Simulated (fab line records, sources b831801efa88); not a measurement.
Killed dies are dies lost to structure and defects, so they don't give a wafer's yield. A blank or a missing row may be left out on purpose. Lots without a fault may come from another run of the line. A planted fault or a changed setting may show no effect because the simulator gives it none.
Problem report in the 8D (eight disciplines) form, filled by code | flow sky130 | the parts of the form that need people (team, actions taken, sign-off) are left out

1. THE PROBLEM
VIA2_HDPCVD_THK at SKY_VIA2_THK_MEAS_01 reads a mean of 586 nm on 6 wafers of 2 lots; wafers without a fault read 1181 nm with a standard deviation of 13. That is -46 standard deviations from the usual mean.
First seen on wafer L550.1, day 39 17:43, on film_metro-03. The record holds 39 wafers of 13 lots with a number at this step. Rule for "out", or "out of limits": more than 4 standard deviations from the usual mean. The other wafers with a number count as sound.

2. WHAT IT IS AND WHAT IT IS NOT
question                    | is                           | is not
which readings at this step | VIA2_HDPCVD_THK              | -
which lots                  | L550, L551                   | L538, L540, L541, L542, L543, L544, L546, L547, L548, L549, L556
which wafers of those lots  | all that have a number       | -
read on which gauges        | film_metro-03, film_metro-04 | film_metro-01
when                        | from day 39 17:43            | up to then (30 sound wafers); but 3 sound wafers of L556 came after

3. SUSPECTS, AND WHAT RULES EACH OUT
Counting: a tool at a process step up to the reading stays a suspect if it ran every lot that is out and no sound lot after the first of them.
- the gauge at SKY_VIA2_THK_MEAS_01: ruled out. The wafers that are out were read on 2 gauges (film_metro-03, film_metro-04).
- hdpcvd-02 at SKY_VIA2_HDPCVD_00 (deposits SiO2, target thk 1180 nm, time 196.7 s): kept. It ran every lot that is out, first L550 (day 39 17:35), and no sound lot after that; its last sound lot up to then is L549 (day 39 13:04).
Left after counting: hdpcvd-02 at SKY_VIA2_HDPCVD_00.

4. THE CAUSE (what the simulator had put in)
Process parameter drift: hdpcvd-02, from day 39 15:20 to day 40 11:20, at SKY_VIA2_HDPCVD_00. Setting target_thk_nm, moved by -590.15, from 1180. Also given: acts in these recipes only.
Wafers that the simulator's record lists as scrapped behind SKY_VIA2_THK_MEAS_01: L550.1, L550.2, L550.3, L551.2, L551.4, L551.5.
Counting left only this tool.

5. THE CHAIN OF EFFECTS, in route order
Each row: a reading whose mean over the struck wafers that have a number lies more than 3 standard deviations from the usual. Only readings for which the record gives a usual standard deviation are gone through. hours: the time from each lot's start at the first step in this table that gives one to its start at this step, as a median over the lots. sigmas: the change in usual standard deviations.
hours | step                 | reading         | usual   | on struck wafers | change | sigmas
0     | SKY_VIA2_THK_MEAS_01 | VIA2_HDPCVD_THK | 1181 nm | 586              | -595   | -46

6. WHAT WOULD HAVE CAUGHT IT SOONER
In this record the first reading out of limits at a measuring or inspecting step was taken at day 39 17:43, 2 hours after the fault began at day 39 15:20.
Of the lots that are out (2), L551 began SKY_VIA2_HDPCVD_00 on hdpcvd-02 after day 39 17:43. A hold on the tool at that time would have spared it.
